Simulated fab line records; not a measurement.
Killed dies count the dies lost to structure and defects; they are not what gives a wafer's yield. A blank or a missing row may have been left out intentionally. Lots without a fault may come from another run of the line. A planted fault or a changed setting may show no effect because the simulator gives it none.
The tool behind it: which one? | flow sky130 | 45 wafers from 15 lots sampled at 3 of the route's 708 steps

WHAT THE GAUGES SHOWED, per wafer
SKY_NWELL_TW_MEAS_15. Usual: NWELL_TW 1825, standard deviation 19.
lot  | measured    | on            | NWELL_TW       | flag
L872 | day 5 10:47 | film-metro-02 | 1818 1819 1818 |
L871 | day 5 11:29 | film-metro-04 | 1853 1857 1855 |
L874 | day 6 01:23 | film-metro-03 | 1800 1812 1804 |
L873 | day 6 02:23 | film-metro-03 | 1801 1823 1812 |
L877 | day 7 00:56 | film-metro-02 | 1815 1829 1816 |
L878 | day 7 01:17 | film-metro-04 | 1852 1852 1863 |
L880 | day 7 08:09 | film-metro-04 | 1860 1856 1851 |
L881 | day 7 13:37 | film-metro-04 | 1854 1855 1850 |
L883 | day 7 19:08 | film-metro-02 | 1831 1823 1824 |
L885 | day 8 03:17 | film-metro-04 | 1842 1838 1850 |
L887 | day 8 13:44 | film-metro-03 | 1804 1795 1806 |
L888 | day 8 22:22 | film-metro-03 | 1811 1802 1803 |
L889 | day 9 03:50 | film-metro-04 | 1843 1847 1854 |
L892 | day 9 16:32 | film-metro-04 | 1849 1851 1849 |
L893 | day 9 23:29 | film-metro-02 | 1813 1821 1813 |

SKY_LDD_LDN_TW_MEAS_13. Usual: LDD_LDN_TW 1482, standard deviation 8.3.
lot  | measured     | on            | LDD_LDN_TW     | flag
L872 | day 24 10:41 | film-metro-04 | 1479 1487 1473 |
L871 | day 24 09:29 | film-metro-03 | 1471 1469 1474 |
L874 | day 25 12:22 | film-metro-01 | 1476 1471 1490 |
L873 | day 25 12:35 | film-metro-01 | 1490 1477 1478 |
L877 | day 26 15:53 | film-metro-04 | 1490 1479 1486 |
L878 | day 26 19:02 | film-metro-04 | 1480 1487 1486 |
L880 | day 27 05:30 | film-metro-03 | 1477 1469 1467 |
L881 | day 27 13:03 | film-metro-03 | 1475 1471 1471 |
L883 | day 27 21:38 | film-metro-04 | 1490 1491 1496 |
L885 | day 28 14:24 | film-metro-04 | 1373 1380 1369 | OFF
L887 | day 28 21:43 | film-metro-04 | 1367 1370 1376 | OFF
L888 | day 29 11:13 | film-metro-03 | 1355 1352 1355 | OFF
L889 | day 29 13:53 | film-metro-03 | 1485 1482 1479 |
L892 | day 30 09:23 | film-metro-01 | 1488 1487 1477 |
L893 | day 30 13:41 | film-metro-03 | 1475 1466 1470 |

WHAT TOOL EACH LOT RAN ON (gives the tool, then ch and the chambers of the sampled wafers, and finally the start)
lot  | SKY_LDD_LDN_IMPLANT_11
L872 | implanter-02 ch 0, day 24 10:26
L871 | implanter-04 ch 0, day 24 09:14
L874 | implanter-04 ch 0, day 25 12:08
L873 | implanter-02 ch 0, day 25 12:20
L877 | implanter-04 ch 0, day 26 15:38
L878 | implanter-04 ch 0, day 26 18:47
L880 | implanter-04 ch 0, day 27 05:17
L881 | implanter-04 ch 0, day 27 12:50
L883 | implanter-02 ch 0, day 27 21:23
L885 | implanter-02, day 28 14:10
L887 | implanter-01, day 28 21:24
L888 | implanter-01, day 29 10:59
L889 | implanter-02 ch 0, day 29 13:38
L892 | implanter-02 ch 0, day 30 09:08
L893 | implanter-01 ch 0, day 30 13:26
- SKY_LDD_LDN_IMPLANT_11

WHAT THE TOOLS THEMSELVES READ (means of the sampled wafers that have a number; where no wafer has one, the mark that the record gives instead)
SKY_LDD_LDN_IMPLANT_11. Usual: beam-energy-keV 15.000, standard deviation 0.0051; beam-on-s 10.02 s, standard deviation 0.2.
lot  | tool         | beam-energy-keV | beam-on-s (s) | flag
L872 | implanter-02 | 15.002          | 10.06         |
L871 | implanter-04 | 15.002          | 9.93          |
L874 | implanter-04 | 15.005          | 9.88          |
L873 | implanter-02 | 14.997          | 10.09         |
L877 | implanter-04 | 14.997          | 10.05         |
L878 | implanter-04 | 14.998          | 10.17         |
L880 | implanter-04 | 15.008          | 9.85          |
L881 | implanter-04 | 15.004          | 10.02         |
L883 | implanter-02 | 14.999          | 10.23         |
L885 | implanter-02 | -               | -             | OFF
L887 | implanter-01 | -               | -             | OFF
L888 | implanter-01 | -               | -             | OFF
L889 | implanter-02 | 14.993          | 10.23         |
L892 | implanter-02 | 14.994          | 10.01         |
L893 | implanter-01 | 14.992          | 9.88          |

THE ANSWER, worked out from the rows above alone
Rule: a lot is off if the mean of its wafers that have a number lies more than 3 standard deviations from the usual mean. Also off: a lot with no number at a reading for which 4 or more lots have one. Where the step has rows for the other lots, those lots are counted as sound. The gauges are gone through in route order, then the tools' own readings, and for those a lot's mean is taken as printed above. The first step at which some lot is off is used, and at that step the reading that is off furthest; a lot without a number counts as furthest.
Off: at SKY_LDD_LDN_TW_MEAS_13 (LDD_LDN_TW), L885, L887, L888.
A tool fits if, at a process step before that reading, it ran every lot that is off, and no sound lot after the first of them. The gauges at SKY_LDD_LDN_TW_MEAS_13 aren't tried: what is off there is off at SKY_LDD_LDN_IMPLANT_11 too, on other tools, and a gauge's error can't cause that. Not one of the candidates tried fits.

WHAT THE SIMULATOR PUT IN
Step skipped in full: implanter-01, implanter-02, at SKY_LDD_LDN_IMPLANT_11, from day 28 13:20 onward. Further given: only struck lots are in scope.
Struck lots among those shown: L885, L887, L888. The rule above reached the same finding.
